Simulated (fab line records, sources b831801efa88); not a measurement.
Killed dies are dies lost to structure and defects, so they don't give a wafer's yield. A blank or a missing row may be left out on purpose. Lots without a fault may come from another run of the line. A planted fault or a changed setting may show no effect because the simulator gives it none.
Tool commonality check | flow gf180mcu | 13 lots, 45 wafers sampled

WHY IT WAS OPENED
At GF_HV_LDD_OVL_MEAS_32 the reading HV_LDD_02_OVL is flagged on 2 of 13 lots. Wafers without a fault read -0.4 nm, standard deviation 1.6.
Rule: a lot is flagged when every wafer of it that has a number lies more than 4 standard deviations from that mean, or none has a number. The other lots count as sound.

lot  | measured     | on         | HV_LDD_02_OVL (nm), wafer by wafer | flag
L441 | day 11 10:12 | overlay-01 | -1.7 -1.8 -0.7                     |
L442 | day 11 21:38 | overlay-02 | -0.2 1.2 -1.3                      |
L444 | day 12 16:22 | overlay-01 | -0.6 -0.5 -0.6                     |
L448 | day 14 02:55 | overlay-01 | -0.1 -0.9 1.9                      |
L447 | day 14 12:58 | overlay-02 | -0.9 -1.0 -1.8                     |
L450 | day 15 05:46 | overlay-02 | -1.4 -0.9 -2.8                     |
L451 | day 15 06:05 | overlay-01 | 0.4 0.9 2.0                        |
L452 | day 15 12:31 | overlay-01 | 1.0 0.2 0.5                        |
L453 | day 16 02:23 | overlay-02 | -0.2 0.5 -0.3                      |
L455 | day 16 09:17 | overlay-01 | 1.1 -1.8 -0.1                      |
L459 | day 17 10:55 | overlay-02 | 53.7 53.7 55.8 55.5 54.8 56.8      | FLAGGED
L460 | day 17 19:46 | overlay-01 | 54.4 54.4 54.9 55.6 55.7 56.5      | FLAGGED
L464 | day 19 14:41 | overlay-02 | -3.1 -3.0 -3.7                     |
The numbers of the flagged lots are 55.1 nm on average: +55.5 nm against the usual, or +35 standard deviations.

WHICH TOOL RAN EACH LOT
The record holds 2 process steps before the reading, out of a route of 602 steps. In each cell: the tool, then ch and the chambers that the sampled wafers went through, then the start.
lot  | flag    | GF_MVSD_STRIP_10                     | GF_HV_LDD_EXPOSE_28
L441 |         | plasma_asher-01 ch 0,1, day 4 08:26  | iline_stepper-01 ch 0, day 11 01:01
L442 |         | plasma_asher-04 ch 0,1, day 4 15:55  | iline_stepper-02 ch 0, day 11 11:47
L444 |         | plasma_asher-04 ch 0,1, day 5 03:08  | iline_stepper-02 ch 0, day 12 07:16
L448 |         | plasma_asher-04 ch 0, day 6 08:44    | iline_stepper-02 ch 0, day 13 16:29
L447 |         | plasma_asher-03 ch 0,1, day 6 10:11  | iline_stepper-02 ch 0, day 14 03:04
L450 |         | plasma_asher-04 ch 0,1, day 6 23:53  | iline_stepper-01 ch 0, day 14 18:53
L451 |         | plasma_asher-01 ch 0,1, day 7 03:05  | iline_stepper-01 ch 0, day 14 19:22
L452 |         | plasma_asher-04 ch 0,1, day 7 05:26  | iline_stepper-02 ch 0, day 15 02:20
L453 |         | plasma_asher-01 ch 0,1, day 7 15:47  | iline_stepper-02 ch 0, day 15 14:41
L455 |         | plasma_asher-04 ch 0,1, day 7 22:47  | iline_stepper-02 ch 0, day 15 22:49
L459 | FLAGGED | plasma_asher-04 ch 0,1, day 8 20:14  | iline_stepper-02 ch 0, day 17 00:16
L460 | FLAGGED | plasma_asher-03 ch 0,1, day 9 01:56  | iline_stepper-02 ch 0, day 17 08:21
L464 |         | plasma_asher-04 ch 0,1, day 10 03:17 | iline_stepper-01 ch 0, day 19 01:39
What these steps do:
- GF_MVSD_STRIP_10: strips in O2/N2.
- GF_HV_LDD_EXPOSE_28: exposes mask Nplus HV AREA, target cd 400 nm.
- GF_HV_LDD_OVL_MEAS_32

FLAGGED OVER TOTAL, TOOL BY TOOL (the gauges that took the reading come last)
step                  | tool             | lots run | flagged | share of the flagged lots | sound lots run after its first flagged lot
GF_MVSD_STRIP_10      | plasma_asher-01  | 3        | 0       | none                      | -
GF_MVSD_STRIP_10      | plasma_asher-03  | 2        | 1       | some                      | 0
GF_MVSD_STRIP_10      | plasma_asher-04  | 8        | 1       | some                      | 1 (L464)
GF_HV_LDD_EXPOSE_28   | iline_stepper-01 | 4        | 0       | none                      | -
GF_HV_LDD_EXPOSE_28   | iline_stepper-02 | 9        | 2       | all                       | 0
GF_HV_LDD_OVL_MEAS_32 | overlay-01       | 7        | 1       | some                      | 0
GF_HV_LDD_OVL_MEAS_32 | overlay-02       | 6        | 1       | some                      | 1 (L464)

WHAT THE TABLE ALLOWS
1 row of the table ran every flagged lot: iline_stepper-02 at GF_HV_LDD_EXPOSE_28.
- iline_stepper-02 at GF_HV_LDD_EXPOSE_28: 2 of its 9 lots flagged. Its last sound lot is L455 (day 15 22:49), its first flagged lot L459 (day 17 00:16): a fault that began between those two fits.
One tool is left: iline_stepper-02 at GF_HV_LDD_EXPOSE_28.

WHAT THE SIMULATOR HAD PUT IN
Scanner matching overlay: iline_stepper-02, from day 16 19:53 on, at GF_HV_LDD_EXPOSE_28. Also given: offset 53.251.
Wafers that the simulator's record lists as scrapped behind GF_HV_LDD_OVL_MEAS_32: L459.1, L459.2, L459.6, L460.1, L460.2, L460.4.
Lots struck among those shown: L459, L460. The rule above found the same.
